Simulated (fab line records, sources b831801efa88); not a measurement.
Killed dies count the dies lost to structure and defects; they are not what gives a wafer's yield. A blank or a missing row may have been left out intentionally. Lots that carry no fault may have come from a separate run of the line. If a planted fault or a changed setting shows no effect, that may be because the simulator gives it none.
Split-lot study	flow sfq line	23 wafers read from 5 lots, route of 325 steps

ABOUT THE SPLIT
At SFQ_TRILAYER_I1_VIA_LITHO_COAT_049 (resist thk 650 nm), the setting spin rpm was moved away from the recipe's 3000 rpm on 9 of the 23 wafers read, by -6.1% to +3.9%. All remaining wafers had this setting at the recipe value.

FROM THE SPLIT TO THE READING: what the file shows between them, 4 steps
- SFQ_TRILAYER_I1_VIA_LITHO_SOFTBAKE_053
- SFQ_TRILAYER_I1_VIA_LITHO_EXPOSE_050: exposes mask I1, target cd 500 nm
- SFQ_TRILAYER_I1_VIA_LITHO_DEVELOP_051: time 60 s
- SFQ_TRILAYER_I1_VIA_BARC_OPEN_VIA_ETCH_071: etches BARC in O2, target depth 125 nm, time 41.7 s

THE READING
KrF_of_TRILAYER_I1_VIA_LITHO_COAT_049.thk nm (the simulator's own value, which no gauge read), in nm, at SFQ_TRILAYER_I1_VIA_ETCH_VIA_ETCH_052 (etches SiO2 in CHF3, stops on Nb, target depth 260 nm). The file gives no usual value for it. Across the 14 wafers here that went through the recipe, the average is 526.9 nm and the standard deviation 1.8 nm.

wafer	tool, chamber at the split	spin rpm as run, rpm	against the recipe	KrF_of_TRILAYER_I1_VIA_LITHO_COAT_049.thk nm, nm	against lot-mates on the recipe
L074.2	litho track-02, 0	3000	recipe	526.7	-
L074.3	litho track-02, 0	3000	recipe	528.9	-
L074.4	litho track-02, 0	3000	recipe	527.4	-
L074.5	litho track-02, 0	3118	+3.9%	514.9	-12.8
L074.6	litho track-02, 0	3118	+3.9%	514.5	-13.2
L076.1	litho track-02, 0	3000	recipe	525.5	-
L076.2	litho track-02, 0	2908	-3.1%	537.7	+11.6
L076.3	litho track-02, 0	2908	-3.1%	539.7	+13.6
L076.5	litho track-02, 0	3000	recipe	526.9	-
L076.6	litho track-02, 0	3000	recipe	525.8	-
L077.4	litho track-01, 0	3000	recipe	525.2	-
L077.5	litho track-01, 0	3000	recipe	529.6	-
L077.6	litho track-01, 0	3000	recipe	527.4	-
L078.1	litho track-02, 0	3071	+2.4%	521.3	-7.2
L078.2	litho track-02, 0	3000	recipe	531	-
L078.3	litho track-02, 0	3071	+2.4%	525.2	-3.2
L078.5	litho track-02, 0	3071	+2.4%	525.6	-2.9
L078.6	litho track-02, 0	3000	recipe	525.9	-
L079.1	litho track-03, 0	3000	recipe	524.6	-
L079.2	litho track-03, 0	3000	recipe	525.8	-
L079.3	litho track-03, 0	2817	-6.1%	545.7	+20.4
L079.4	litho track-03, 0	2817	-6.1%	546.6	+21.3
L079.5	litho track-03, 0	3000	recipe	525.4	-

FIT RESULTS
A straight line over all 23 wafers: KrF_of_TRILAYER_I1_VIA_LITHO_COAT_049.thk nm changes by -2.99 nm for each +1% of spin rpm; r = -0.96; the points scatter about the line by 2.3 nm.
The same after taking each lot's own level away (the mean of its wafers on the recipe; 23 wafers): -3.29 nm for each +1%; r = -0.98; scatter 1.9 nm.
According to that fit, moving spin rpm by its largest amount changes the reading by 20 nm.
The lots' own levels span 525.27 to 528.45 nm, that is 1.8 times the standard deviation above.
Consequently the slope shifts little with the lot-to-lot level, the two slopes agreeing.
Check: +20.9 nm against its lot-mates is what the line predicts for one of the wafers moved furthest among these (-6.1%) when that wafer is left out of the fit. It came out at +20.4 nm against them.

THE WHOLE CHAIN: every reading that the file lists as answering this split, in the file's order
step	what it does	reading	change (the file's fit)	r (the file's)
SFQ_TRILAYER_I1_VIA_LITHO_COAT_049	resist thk 650 nm	KrF_of_TRILAYER_I1_VIA_LITHO_COAT_049.thk nm (the simulator's own value, which no gauge read)	-3.22 nm for each +1% of the setting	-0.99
SFQ_TRILAYER_I1_VIA_BARC_OPEN_VIA_ETCH_071	etches BARC in O2, target depth 125 nm, time 41.7 s	KrF_of_TRILAYER_I1_VIA_LITHO_COAT_049.thk nm (the simulator's own value, which no gauge read)	-3.28 nm for each +1% of the setting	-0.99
SFQ_TRILAYER_I1_VIA_ETCH_VIA_ETCH_052	etches SiO2 in CHF3, stops on Nb, target depth 260 nm	KrF_of_TRILAYER_I1_VIA_LITHO_COAT_049.thk nm (the simulator's own value, which no gauge read)	-3.36 nm for each +1% of the setting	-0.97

THE FILE'S OWN FIT
KrF_of_TRILAYER_I1_VIA_LITHO_COAT_049.thk nm changes by -3.36 nm for each +1% of spin rpm, r = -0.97.
